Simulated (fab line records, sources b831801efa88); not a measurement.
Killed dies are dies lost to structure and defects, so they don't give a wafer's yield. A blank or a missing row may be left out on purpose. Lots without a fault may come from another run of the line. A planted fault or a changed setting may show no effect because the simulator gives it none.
Which tool did it? | flow sky130 | 24 lots, 72 wafers sampled, at 6 steps of a route of 708

WHAT THE GAUGES READ, wafer by wafer
SKY_VIA1_BOW_MEAS_03.
lot  | measured     | on            | VIA1_BOW (um)
L074 | day 33 00:08 | film_metro-01 | 83 87 75
L076 | day 33 22:01 | film_metro-03 | 83 84 87
L075 | day 33 22:58 | film_metro-01 | 78 82 67
L078 | day 34 07:10 | film_metro-03 | 76 80 78
L077 | day 34 09:53 | film_metro-03 | 77 92 77
L079 | day 34 12:10 | film_metro-03 | 93 72 80
L080 | day 35 05:32 | film_metro-03 | 87 64 78
L081 | day 35 13:34 | film_metro-03 | 86 90 87
L082 | day 35 15:49 | film_metro-03 | 77 82 95
L083 | day 35 16:53 | film_metro-01 | 77 81 79
L084 | day 36 05:19 | film_metro-02 | 77 77 89
L085 | day 36 15:59 | film_metro-03 | 89 81 63
L086 | day 36 19:53 | film_metro-03 | 74 76 90
L087 | day 37 04:12 | film_metro-03 | 89 73 86
L088 | day 37 07:41 | film_metro-01 | 94 78 80
L089 | day 37 16:13 | film_metro-01 | 77 63 86
L090 | day 37 19:38 | film_metro-02 | 93 79 75
L091 | day 38 06:05 | film_metro-02 | 79 69 72
L092 | day 38 15:25 | film_metro-03 | 69 65 61
L093 | day 38 23:10 | film_metro-01 | 88 74 88
L094 | day 38 23:46 | film_metro-03 | 77 92 73
L095 | day 39 10:05 | film_metro-01 | 78 77 94
L096 | day 39 11:20 | film_metro-03 | 79 87 79
L097 | day 39 21:14 | film_metro-01 | 86 84 81

SKY_METAL5_RS_MEAS_05: measures by four-point-probe.
lot  | measured     | on            | METAL5_ALCU_RS (ohm/sq)
L074 | day 42 23:39 | film_metro-01 | 0.02695 0.02679 0.0269
L076 | day 43 18:17 | film_metro-01 | 0.02676 0.02672 0.0269
L075 | day 43 20:50 | film_metro-01 | 0.02718 0.0271 0.027
L078 | day 44 02:44 | film_metro-01 | 0.0267 0.02721 0.02705
L077 | day 44 07:13 | film_metro-03 | 0.02699 0.02686 0.02697
L079 | day 44 07:51 | film_metro-03 | 0.02752 0.02739 0.02748
L080 | day 45 00:01 | film_metro-03 | 0.02729 0.027 0.02692
L081 | day 45 03:37 | film_metro-03 | 0.02684 0.02679 0.02696
L082 | day 45 05:37 | film_metro-03 | 0.02709 0.02731 0.02712
L083 | day 45 07:58 | film_metro-01 | 0.02689 0.0266 0.02673
L084 | day 45 16:55 | film_metro-01 | 0.02684 0.02701 0.02689
L085 | day 46 01:36 | film_metro-01 | 0.02686 0.02695 0.02686
L086 | day 46 06:31 | film_metro-01 | 0.0273 0.02742 0.02716
L087 | day 46 11:52 | film_metro-04 | 0.02707 0.02698 0.02741
L088 | day 46 12:53 | film_metro-03 | 0.02739 0.02749 0.02756
L089 | day 46 22:41 | film_metro-04 | 0.02651 0.02645 0.02643
L090 | day 47 00:32 | film_metro-04 | 0.02673 0.02718 0.02707
L091 | day 47 11:41 | film_metro-04 | 0.02724 0.0274 0.0273
L092 | day 47 16:40 | film_metro-03 | 0.02676 0.02707 0.02658
L093 | day 47 23:24 | film_metro-01 | 0.02706 0.02711 0.02734
L094 | day 48 00:37 | film_metro-01 | 0.02686 0.02671 0.02679
L095 | day 48 05:33 | film_metro-03 | 0.02747 0.02743 0.02764
L096 | day 48 09:07 | film_metro-03 | 0.02691 0.02707 0.02722
L097 | day 48 17:41 | film_metro-01 | 0.02726 0.02736 0.02736

WHICH TOOL RAN EACH LOT (tool, then ch and the chambers of the sampled wafers, then the start)
lot  | SKY_METAL2_SPUTTER_03        | SKY_CAPM_STRIP_14                    | SKY_VIA3_CMP_02               | SKY_METAL4_SPUTTER_04
L074 | pvd_sputter-01, day 34 04:12 | plasma_asher-02 ch 0,1, day 37 14:32 | cmp-02 ch 0,1,3, day 38 18:01 | pvd_sputter-01, day 39 20:08
L076 | pvd_sputter-02, day 35 01:50 | plasma_asher-02 ch 0,1, day 38 10:35 | cmp-01 ch 0,1,2, day 39 13:05 | pvd_sputter-04, day 40 15:53
L075 | pvd_sputter-03, day 35 03:17 | plasma_asher-03 ch 0,1, day 38 13:08 | cmp-01 ch 0,2, day 39 15:41   | pvd_sputter-01, day 40 18:32
L078 | pvd_sputter-01, day 35 10:56 | plasma_asher-02 ch 0,1, day 38 19:53 | cmp-02 ch 0,2,3, day 39 21:39 | pvd_sputter-04, day 40 23:57
L077 | pvd_sputter-01, day 35 14:05 | plasma_asher-02 ch 0,1, day 38 22:45 | cmp-02 ch 1,2,3, day 40 01:49 | pvd_sputter-04, day 41 04:29
L079 | pvd_sputter-01, day 35 16:06 | plasma_asher-03 ch 0,1, day 39 00:07 | cmp-02 ch 1,2,3, day 40 03:11 | pvd_sputter-04, day 41 05:31
L080 | pvd_sputter-03, day 36 09:40 | plasma_asher-04 ch 0,1, day 39 18:30 | cmp-01 ch 0,2,3, day 40 20:54 | pvd_sputter-04, day 41 22:35
L081 | pvd_sputter-03, day 36 17:11 | plasma_asher-02 ch 0,1, day 40 01:13 | cmp-02 ch 0,1,3, day 41 03:18 | pvd_sputter-04, day 42 04:12
L082 | pvd_sputter-02, day 36 19:39 | plasma_asher-03 ch 0,1, day 40 02:25 | cmp-01 ch 1,3, day 41 04:53   | pvd_sputter-01, day 42 06:45
L083 | pvd_sputter-02, day 36 20:37 | plasma_asher-03 ch 0,1, day 40 03:50 | cmp-01 ch 0,3, day 41 06:33   | pvd_sputter-02, day 42 08:34
L084 | pvd_sputter-01, day 37 08:50 | plasma_asher-02 ch 0,1, day 40 14:33 | cmp-01 ch 1,2, day 41 16:22   | pvd_sputter-01, day 42 18:21
L085 | pvd_sputter-02, day 37 18:26 | plasma_asher-03 ch 0,1, day 40 23:34 | cmp-02 ch 2,3, day 42 00:50   | pvd_sputter-02, day 43 02:58
L086 | pvd_sputter-01, day 37 22:59 | plasma_asher-03 ch 0,1, day 41 05:29 | cmp-01 ch 0,2, day 42 07:09   | pvd_sputter-01, day 43 08:07
L087 | pvd_sputter-02, day 38 06:35 | plasma_asher-03 ch 0,1, day 41 13:20 | cmp-02 ch 0,2,3, day 42 15:27 | pvd_sputter-04, day 43 16:02
L088 | pvd_sputter-02, day 38 10:18 | plasma_asher-02 ch 0,1, day 41 14:16 | cmp-01 ch 0,2, day 42 16:07   | pvd_sputter-01, day 43 17:14
L089 | pvd_sputter-02, day 38 19:21 | plasma_asher-03 ch 0,1, day 41 23:01 | cmp-01 ch 2,3, day 43 00:26   | pvd_sputter-01, day 44 01:45
L090 | pvd_sputter-01, day 38 22:38 | plasma_asher-04 ch 0,1, day 42 02:02 | cmp-02 ch 0,1, day 43 03:13   | pvd_sputter-01, day 44 04:34
L091 | pvd_sputter-02, day 39 10:28 | plasma_asher-04 ch 0,1, day 42 14:59 | cmp-02 ch 0,2,3, day 43 15:41 | pvd_sputter-01, day 44 16:13
L092 | pvd_sputter-01, day 39 17:29 | plasma_asher-04 ch 0,1, day 42 20:30 | cmp-01 ch 0,1, day 43 21:51   | pvd_sputter-04, day 44 22:20
L093 | pvd_sputter-01, day 40 01:50 | plasma_asher-02 ch 0,1, day 43 05:35 | cmp-01 ch 0,1,3, day 44 04:58 | pvd_sputter-02, day 45 05:20
L094 | pvd_sputter-03, day 40 02:23 | plasma_asher-04 ch 0,1, day 43 05:36 | cmp-01 ch 1,2,3, day 44 05:56 | pvd_sputter-04, day 45 05:41
L095 | pvd_sputter-02, day 40 11:45 | plasma_asher-02 ch 0,1, day 43 14:30 | cmp-02 ch 0,2,3, day 44 14:54 | pvd_sputter-02, day 45 13:54
L096 | pvd_sputter-01, day 40 12:57 | plasma_asher-04 ch 0,1, day 43 16:14 | cmp-02 ch 0,1, day 44 16:07   | pvd_sputter-04, day 45 16:12
L097 | pvd_sputter-02, day 40 23:26 | plasma_asher-04 ch 0, day 44 01:14   | cmp-01 ch 2,3, day 45 01:11   | pvd_sputter-04, day 46 01:08
- SKY_METAL2_SPUTTER_03: material Ti, target thk 5 nm, time 3.3 s.
- SKY_CAPM_STRIP_14: strips in O2/N2.
- SKY_VIA3_CMP_02: polishes SiO2.
- SKY_METAL4_SPUTTER_04: material TiN, target thk 70 nm, time 58.3 s.

WHAT THE TOOLS THEMSELVES READ (means of the sampled wafers that have a number; where no wafer has one, the mark that the record gives instead)
SKY_METAL2_SPUTTER_03.
lot  | tool           | throttle_valve_pct (%)
L074 | pvd_sputter-01 | 31.5
L076 | pvd_sputter-02 | 30.4
L075 | pvd_sputter-03 | 30.1
L078 | pvd_sputter-01 | 30.6
L077 | pvd_sputter-01 | 30.6
L079 | pvd_sputter-01 | 31.5
L080 | pvd_sputter-03 | 30.0
L081 | pvd_sputter-03 | 30.5
L082 | pvd_sputter-02 | 31.2
L083 | pvd_sputter-02 | 30.0
L084 | pvd_sputter-01 | 30.3
L085 | pvd_sputter-02 | 29.3
L086 | pvd_sputter-01 | 30.3
L087 | pvd_sputter-02 | 30.9
L088 | pvd_sputter-02 | 31.2
L089 | pvd_sputter-02 | 31.7
L090 | pvd_sputter-01 | 30.1
L091 | pvd_sputter-02 | 31.2
L092 | pvd_sputter-01 | 31.7
L093 | pvd_sputter-01 | 30.3
L094 | pvd_sputter-03 | 30.6
L095 | pvd_sputter-02 | 30.6
L096 | pvd_sputter-01 | 30.5
L097 | pvd_sputter-02 | 29.5

SKY_CAPM_STRIP_14.
lot  | tool            | drypump_motor_current_A (A) | oes_product_au (a.u.) | strip_time_to_endpoint_s (s)
L074 | plasma_asher-02 | 6.2                         | 0.713                 | 12.68
L076 | plasma_asher-02 | 6.3                         | 0.710                 | 12.66
L075 | plasma_asher-03 | 5.9                         | 0.711                 | 12.71
L078 | plasma_asher-02 | 6.3                         | 0.713                 | 12.63
L077 | plasma_asher-02 | 6.0                         | 0.712                 | 12.76
L079 | plasma_asher-03 | 5.9                         | 0.708                 | 12.60
L080 | plasma_asher-04 | 6.2                         | 0.705                 | 12.67
L081 | plasma_asher-02 | 6.0                         | 0.709                 | 12.70
L082 | plasma_asher-03 | 5.9                         | 0.706                 | 12.61
L083 | plasma_asher-03 | 5.9                         | 0.712                 | 12.76
L084 | plasma_asher-02 | 6.0                         | 0.714                 | 12.66
L085 | plasma_asher-03 | 5.9                         | 0.708                 | 12.62
L086 | plasma_asher-03 | 5.9                         | 0.711                 | 12.73
L087 | plasma_asher-03 | 5.9                         | 0.707                 | 12.72
L088 | plasma_asher-02 | 6.3                         | 0.710                 | 12.67
L089 | plasma_asher-03 | 5.6                         | 0.712                 | 12.59
L090 | plasma_asher-04 | 6.2                         | 0.709                 | 12.60
L091 | plasma_asher-04 | 5.6                         | 0.705                 | 12.71
L092 | plasma_asher-04 | 5.7                         | 0.713                 | 12.60
L093 | plasma_asher-02 | 6.2                         | 0.710                 | 12.69
L094 | plasma_asher-04 | 6.2                         | 0.707                 | 12.60
L095 | plasma_asher-02 | 6.0                         | 0.711                 | 12.57
L096 | plasma_asher-04 | 5.6                         | 0.710                 | 12.65
L097 | plasma_asher-04 | 5.1                         | 0.713                 | 12.66

SKY_VIA3_CMP_02.
lot  | tool   | motor_current_A (A)
L074 | cmp-02 | 11.6
L076 | cmp-01 | 12.1
L075 | cmp-01 | 12.2
L078 | cmp-02 | 11.8
L077 | cmp-02 | 11.0
L079 | cmp-02 | 11.3
L080 | cmp-01 | 11.6
L081 | cmp-02 | 11.3
L082 | cmp-01 | 11.4
L083 | cmp-01 | 11.6
L084 | cmp-01 | 12.1
L085 | cmp-02 | 11.6
L086 | cmp-01 | 12.4
L087 | cmp-02 | 11.9
L088 | cmp-01 | 12.1
L089 | cmp-01 | 12.6
L090 | cmp-02 | 11.0
L091 | cmp-02 | 12.2
L092 | cmp-01 | 11.4
L093 | cmp-01 | 11.2
L094 | cmp-01 | 12.1
L095 | cmp-02 | 11.9
L096 | cmp-02 | 11.1
L097 | cmp-01 | 12.6

SKY_METAL4_SPUTTER_04.
lot  | tool           | throttle_valve_pct (%)
L074 | pvd_sputter-01 | 31.0
L076 | pvd_sputter-04 | 29.7
L075 | pvd_sputter-01 | 31.4
L078 | pvd_sputter-04 | 29.7
L077 | pvd_sputter-04 | 31.4
L079 | pvd_sputter-04 | 30.2
L080 | pvd_sputter-04 | 30.5
L081 | pvd_sputter-04 | 30.5
L082 | pvd_sputter-01 | 30.6
L083 | pvd_sputter-02 | 31.3
L084 | pvd_sputter-01 | 31.8
L085 | pvd_sputter-02 | 31.3
L086 | pvd_sputter-01 | 31.5
L087 | pvd_sputter-04 | 29.3
L088 | pvd_sputter-01 | 29.0
L089 | pvd_sputter-01 | 30.6
L090 | pvd_sputter-01 | 31.1
L091 | pvd_sputter-01 | 30.0
L092 | pvd_sputter-04 | 29.9
L093 | pvd_sputter-02 | 30.8
L094 | pvd_sputter-04 | 29.7
L095 | pvd_sputter-02 | 29.5
L096 | pvd_sputter-04 | 30.5
L097 | pvd_sputter-04 | 30.4

THE ANSWER, worked out from the rows above alone
Rule: what is usual is taken from the lots themselves. Put in order of their means at a reading, lots are off if they are a third of the lots or fewer, leave a main group of 4 or more, and stand apart from it by a gap of 3 or more times the standard deviation of the main group's means; of several such gaps the widest counts. A main group whose means are all the same, to the digits that the tables above print for the reading, isn't used. A lot without any number at a reading at which 4 lots or more have one is off too. The other lots that the step has rows for count as sound. The gauges are gone through in route order, then the tools' own readings, and for those a lot's mean is taken as printed above. The first step at which some lot is off is used, and at that step the reading that is off furthest; a lot without a number counts as furthest.
No lot is off at any reading shown: from this, nothing can be told.

WHAT THE SIMULATOR HAD PUT IN
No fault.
